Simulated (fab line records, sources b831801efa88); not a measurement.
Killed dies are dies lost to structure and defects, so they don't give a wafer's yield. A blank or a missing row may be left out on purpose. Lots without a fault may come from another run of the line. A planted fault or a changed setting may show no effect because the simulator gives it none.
fab line records | flow gf180mcu
record lots=12 wafers=35 last_day=34
route steps=602 shown V2@383 M3@413
lots that met no fault: from a run of the same line without faults
start_h: hours from the record's first day to the start of the lot's first wafer shown | wait_h: hours since the lot's step before | " the same as in the row above | L1.1+2: a row that stands for several wafers | - no value, or no start given | * or withheld: withheld | < > ~ a bound
route shown NAME@n: a module of which the file shows steps, and the number in the route of the first | usual: mean/standard deviation of fault-free wafers | same: alike in all rows | chamber/n: place in a boat | sites: the reading at each site | _std_site: their standard deviation | _edge_site: outer sites' mean less inner sites' | radius_mm: how far each site lies from the wafer's centre | mask NAME#n: copy n | behind: the tool/chamber that last shaped the wafer | hold: why the lot was held/for how many hours/how that ended | device: the transistor (n, p or np) that didn't switch | end of line: the same wafers' tests at the end of the route | a step without rows: its recipe alone | killed: dies lost to structure and defects at the first sort, not the wafer's yield | map: a wafer's dies, x killed, . not, _ none there
set.NAME: the setting as run; set.NAME@STEP: as run at that earlier step | model.NAME: the simulator's own value behind a step, which no gauge read
steps of the route over a sample of lots; a table a step, a row a wafer
services: from which hour (start_h, from the record's first day; less than 0 if before it) a tool's chamber was out of use, for how many hours, and why
## steps
# step GF_V2_THK_MEAS_01
# recipe reads=SiO2_of_V2_CVD_00
# usual V2_CVD_00_THK=596/9.1
# columns lot.wafer tool chamber start_h wait_h V2_CVD_00_THK[nm]
L404.1 film_metro-02 - 433.64 0.0 607
L404.2 " - " " 589
L404.3 " - " " 602
L405.1 film_metro-03 - 446.74 0.0 592
L405.2 " - " " 611
L405.6 " - " " 598
L406.1 film_metro-03 - 454.35 0.0 598
L406.2 " - " " 600
L406.4 " - " " 597
L407.1 film_metro-02 - 465.34 0.0 603
L407.3 " - " " 605
L407.6 " - " " 598
L408.1 film_metro-03 - 470.24 0.0 590
L408.3 " - " " 606
L408.6 " - " " 590
L415.1 film_metro-03 - 530.94 0.0 585
L415.3 " - " " 594
L420.2 film_metro-02 - 567.31 0.0 594
L420.3 " - " " 601
L420.5 " - " " 599
L423.1 film_metro-04 - 594.11 0.0 580
L423.3 " - " " 595
L423.4 " - " " 594
L424.1 film_metro-04 - 605.03 0.0 585
L424.2 " - " " 599
L424.5 " - " " 609
L425.1 film_metro-02 - 616.76 0.0 591
L425.4 " - " " 595
L425.5 " - " " 575
L427.1 film_metro-02 - 626.74 0.0 601
L427.4 " - " " 588
L427.5 " - " " 591
L426.3 film_metro-02 - 628.85 0.1 595
L426.4 " - " " 609
L426.5 " - " " 603
# step GF_V2_BOW_MEAS_05
# recipe mode=bow
# usual V2_BOW=98/7.6
# columns lot.wafer tool chamber start_h wait_h V2_BOW[um]
L404.1 film_metro-04 - 434.13 0.1 93
L404.2 " - " " 97
L404.3 " - " " 113
L405.1 film_metro-02 - 447.23 0.2 106
L405.2 " - " " 102
L405.6 " - " " 97
L406.1 film_metro-04 - 454.84 0.2 105
L406.2 " - " " 107
L406.4 " - " " 121
L407.1 film_metro-02 - 465.83 0.2 102
L407.3 " - " " 100
L407.6 " - " " 93
L408.1 film_metro-04 - 470.73 0.1 103
L408.3 " - " " 104
L408.6 " - " " 104
L415.1 film_metro-02 - 531.43 0.2 86
L415.3 " - " " 89
L420.2 film_metro-03 - 567.81 0.2 106
L420.3 " - " " 93
L420.5 " - " " 96
L423.1 film_metro-04 - 594.60 0.1 98
L423.3 " - " " 109
L423.4 " - " " 100
L424.1 film_metro-03 - 605.52 0.1 95
L424.2 " - " " 103
L424.5 " - " " 96
L425.1 film_metro-02 - 617.25 0.1 105
L425.4 " - " " 86
L425.5 " - " " 86
L427.1 film_metro-02 - 627.23 0.1 102
L427.4 " - " " 91
L427.5 " - " " 90
L426.3 film_metro-02 - 629.36 0.1 83
L426.4 " - " " 94
L426.5 " - " " 113
# step GF_V2_STRIP_18
# recipe chemistry=O2/N2 power_w=1400 pressure_mtorr=1500 platen_temp_c=250 o2_flow_sccm=3000 n2_flow_sccm=300 overash_fraction=0.5
# usual drypump_motor_current_A=5.6/0.55 heater_power_w=323/29 n2_flow_sccm=299.9/0.85 oes_product_au=0.592/0.0052
# columns lot.wafer tool chamber start_h wait_h drypump_motor_current_A heater_power_w n2_flow_sccm oes_product_au rf_hours_counter_h
L404.1 plasma_asher-01 0 459.02 - 5.6 380 299.9 0.593 66
L404.2 " 1 " " 5.0 304 299.0 0.594 66
L404.3 " 1 " " 5.0 303 299.3 0.587 -
L405.1 plasma_asher-01 0 471.23 - 5.6 381 297.5 0.590 68
L405.2 " 1 " " 5.0 303 300.1 0.592 68
L405.6 " 0 " " 5.6 374 298.8 0.600 -
L406.1 plasma_asher-02 0 479.26 - 5.3 331 300.8 0.595 39
L406.2 " 1 " " 6.6 305 301.3 0.600 39
L406.4 " 0 " " 5.3 322 299.2 0.596 -
L407.1 plasma_asher-02 0 490.33 - 5.3 315 299.1 0.600 40
L407.3 " 0 " " 5.3 319 299.1 0.601 -
L407.6 " 0 " " 5.3 319 300.1 0.604 -
L408.1 plasma_asher-02 1 494.01 - 6.6 298 299.8 0.599 41
L408.3 " 0 " " 5.3 319 301.5 0.592 -
L408.6 " 0 " " 5.3 312 301.2 0.596 -
L415.1 plasma_asher-03 1 554.46 - 5.0 294 300.9 0.594 89
L415.3 " 0 " " 5.8 340 299.7 0.585 -
L420.2 plasma_asher-01 0 589.98 - 5.6 371 299.4 0.593 81
L420.3 " 0 " " 5.6 371 298.8 0.594 -
L420.5 " 1 " " 5.0 297 299.0 0.584 -
L423.1 plasma_asher-02 0 615.36 - 5.3 326 300.4 0.588 54
L423.3 " 1 " " 6.5 301 298.7 0.583 -
L423.4 " 0 " " 5.3 322 299.5 0.592 -
L424.1 plasma_asher-02 0 626.38 - 5.3 327 299.3 0.586 55
L424.2 " 1 " " 6.6 306 300.1 0.592 55
L424.5 " 0 " " 5.3 315 299.4 0.587 -
L425.1 plasma_asher-03 1 637.56 - 5.1 286 300.3 0.590 95
L425.4 " 0 " " 5.8 350 300.0 0.590 -
L425.5 " 0 " " 5.8 351 301.0 0.592 -
L427.1 plasma_asher-03 1 648.43 - 5.0 291 300.8 0.602 96
L427.4 " 0 " " 5.8 344 299.9 0.591 -
L427.5 " 1 " " 5.0 293 300.5 0.592 -
L426.3 plasma_asher-01 1 650.80 - 5.0 307 300.0 0.599 -
L426.4 " 0 " " 5.6 378 300.9 0.583 -
L426.5 " 0 " " 5.6 369 300.3 0.590 -
# step GF_M3_SPUTTER_04
# recipe material=TiN target_thk_nm=50 power_w=6500 time_s=41.7 chamber_pressure_pa=0.4
# usual throttle_valve_pct=30.0/1.1
# columns lot.wafer tool chamber start_h wait_h throttle_valve_pct
L404.1 pvd_sputter-02 - 460.47 0.0 30.9
L404.2 " - " " 30.6
L404.3 " - " " 30.5
L405.1 pvd_sputter-04 - 472.68 0.0 29.6
L405.2 " - " " 28.7
L405.6 " - " " 30.3
L406.1 pvd_sputter-02 - 480.70 0.0 30.5
L406.2 " - " " 29.1
L406.4 " - " " 30.7
L407.1 pvd_sputter-02 - 491.74 0.0 31.2
L407.3 " - " " 29.0
L407.6 " - " " 31.1
L408.1 pvd_sputter-02 - 495.42 0.0 28.6
L408.3 " - " " 31.2
L408.6 " - " " 30.7
L415.1 pvd_sputter-04 - 555.88 0.0 29.5
L415.3 " - " " 30.2
L420.2 pvd_sputter-02 - 591.39 0.0 31.2
L420.3 " - " " 30.7
L420.5 " - " " 30.9
L423.1 pvd_sputter-03 - 616.77 0.0 32.0
L423.3 " - " " 28.8
L423.4 " - " " 29.1
L424.1 pvd_sputter-02 - 628.23 0.0 30.6
L424.2 " - " " 30.4
L424.5 " - " " 30.4
L425.1 pvd_sputter-02 - 638.96 0.0 31.5
L425.4 " - " " 30.3
L425.5 " - " " 30.9
L427.1 pvd_sputter-04 - 650.19 0.0 28.6
L427.4 " - " " 30.1
L427.5 " - " " 28.6
L426.3 pvd_sputter-03 - 652.63 0.0 32.3
L426.4 " - " " 28.4
L426.5 " - " " 30.6
# step GF_M3_RS_MEAS_05
# recipe thk_meas_gauge=four-point-probe reads=TiN_of_M3_SPUTTER_04+Ti_of_M3_SPUTTER_03+AlCu_of_M3_SPUTTER_02+TiN_of_M3_SPUTTER_01+Ti_of_M3_SPUTTER_00
# usual M3_ALCU_RS=0.0694/0.0011
# columns lot.wafer tool chamber start_h wait_h hold M3_ALCU_RS[ohm/sq]
L404.1 film_metro-02 - 460.51 0.0 - 0.0673
L404.2 " - " " - 0.0695
L404.3 " - " " - 0.0688
L405.1 film_metro-04 - 472.72 0.0 - 0.0677
L405.2 " - " " - 0.0708
L405.6 " - " " - 0.0691
L406.1 film_metro-04 - 480.74 0.0 - 0.0701
L406.2 " - " " - 0.0682
L406.4 " - " " - 0.0690
L407.1 film_metro-01 - 491.78 0.0 - 0.0696
L407.3 " - " " - 0.0696
L407.6 " - " " - 0.0689
L408.1 film_metro-02 - 495.46 0.0 - 0.0693
L408.3 " - " " - 0.0686
L408.6 " - " " - 0.0689
L415.1 film_metro-02 - 555.92 0.0 await_dispo/0.2h/release 0.0681
L415.3 " - " " await_dispo/0.2h/release 0.0677
L415.1 film_metro-02 - 556.21 0.3 - 0.0683
L415.3 " - " " - 0.0678
L420.2 film_metro-02 - 591.45 0.0 - 0.0680
L420.3 " - " " - 0.0691
L420.5 " - " " - 0.0690
L423.1 film_metro-02 - 616.82 0.0 - 0.0685
L423.3 " - " " - 0.0690
L423.4 " - " " - 0.0689
L424.1 film_metro-01 - 628.27 0.0 - 0.0686
L424.2 " - " " - 0.0682
L424.5 " - " " - 0.0694
L425.1 film_metro-02 - 639.00 0.0 - 0.0680
L425.4 " - " " - 0.0702
L425.5 " - " " - 0.0683
L427.1 film_metro-02 - 650.23 0.0 - 0.0712
L427.4 " - " " - 0.0698
L427.5 " - " " - 0.0708
L426.3 film_metro-01 - 652.71 0.1 - 0.0706
L426.4 " - " " - 0.0709
L426.5 " - " " - 0.0700
## services
# columns tool chamber start_h hours kind
plasma_asher-03 - 440.06 8.3 repair
pvd_sputter-02 - 463.98 2.9 repair
pvd_sputter-02 - 488.11 0.9 repair
pvd_sputter-02 3 510.34 - consumable_replace:kit
pvd_sputter-02 3 510.34 18.0 scheduled_down
pvd_sputter-02 3 510.34 18.0 vent_cycle
pvd_sputter-03 - 536.83 2.3 repair
plasma_asher-01 - 548.18 0.7 repair
pvd_sputter-03 0 561.18 - consumable_replace:kit
pvd_sputter-03 0 561.18 18.0 scheduled_down
pvd_sputter-03 0 561.18 18.0 vent_cycle
plasma_asher-03 - 577.69 1.4 repair
plasma_asher-03 - 583.05 1.3 repair
pvd_sputter-03 - 588.24 3.9 repair
pvd_sputter-04 - 592.31 1.6 repair
plasma_asher-02 - 605.50 2.7 repair
plasma_asher-03 - 622.93 12.2 repair
## key
first_sign step=GF_M3_RS_MEAS_05 reading=visit direction=added
effect none on later readings
met_at GF_M3_SPUTTER_04
struck_lots L415
struck_wafers L415.1,L415.3
not_acting_at GF_V2_THK_MEAS_01,GF_V2_BOW_MEAS_05,GF_V2_STRIP_18
onset_between 472.68 555.88
fault kind=process_parameter_drift tool=pvd_sputter-04 chamber=- onset_h=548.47 steps=GF_M3_SPUTTER_04 channel=target_thk_nm offset=21.31 shape=step end_h=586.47 scope=struck_wafers_only acts_in=these_recipes_only stated=50
